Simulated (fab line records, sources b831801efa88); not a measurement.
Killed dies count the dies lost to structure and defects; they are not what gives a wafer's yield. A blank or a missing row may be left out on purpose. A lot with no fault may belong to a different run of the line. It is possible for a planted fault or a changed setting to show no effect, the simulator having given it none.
One fault through the eyes of 2 desks ; flow gf180mcu ; numbers are kept per desk, each desk with only its own; the story behind them comes last

## THE TOOL OWNER'S DESK: pvd-sputter-03
The tool's own readings at GF_M2_SPUTTER_02 (material AlCu, target thk 450 nm, time 23.9 s): means of the sampled wafers that have a number, for each lot that ran on this tool. If a lot's mean is further than 4 standard deviations from the usual mean, the lot is out of limits and carries the mark OUT (the distance appears in the brackets).
Columns: A = throttle-valve-pct at GF_M2_SPUTTER_02, usual 29.3 %
lot;first seen here;A
L551;day 18 21:29;29.0
L552;day 19 10:23;29.2
L554;day 20 03:43;28.5
L563;day 23 11:32;29.4
L568;day 24 22:29;28.7
This desk's verdict: no lot among the 5 shows anything out of limits.

## METROLOGY DESK
Lot by lot, what the gauges showed, no matter which tool ran the lot: averages of those sampled wafers that carry a number. If a lot's mean is further than 4 standard deviations from the usual mean, the lot is out of limits and carries the mark OUT (the distance appears in the brackets).
Columns: A = V1_CVD_00_THK at GF_V1_THK_MEAS_01, usual 600 nm; B = M2_ALCU_RS at GF_M2_RS_MEAS_05, usual 0.0696 ohm/sq; C = M2_ALCU_THK at GF_M2_THK_MEAS_06, usual 450 nm
lot;first seen here;A;B;C
L551;day 17 20:40;597;0.0693;452
L552;day 18 09:02;606;0.1036 (+49) OUT;306 (-29) OUT
L554;day 19 01:00;601;0.1036 (+49) OUT;306 (-29) OUT
L561;day 21 16:24;604;0.0694;453
L563;day 22 10:33;596;0.0692;455
L564;day 22 19:25;603;0.0699;450
L565;day 23 04:13;601;0.0703;444
L566;day 23 07:28;598;0.0697;446
L567;day 23 11:50;598;0.0687;453
L568;day 23 22:23;598;0.0692;448
L569;day 24 07:55;593;0.0696;448
This desk's result: L552, L554 out of limits, first on L552 (M2_ALCU_RS at GF_M2_RS_MEAS_05), day 19 10:30. L551, L561, L563, L564, L565, L566, L567, L568, L569: within limits.

## PUT TOGETHER
The metrology desk could have raised an alarm at day 19 10:30, on L552, L554.
The tool owner's desk saw nothing out of limits.
On record at the tool owner's desk: L552, L554, within its limits.
All the named lots went through GF_M2_SPUTTER_02 on pvd-sputter-03.

## WHAT THE SIMULATOR HAD INSERTED
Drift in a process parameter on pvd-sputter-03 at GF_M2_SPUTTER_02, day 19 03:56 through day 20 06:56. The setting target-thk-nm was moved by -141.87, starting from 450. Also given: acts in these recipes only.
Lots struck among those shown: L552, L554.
Per desk, hours elapsed from the start of the fault to the first reading out of limits: for the metrology desk, 7.
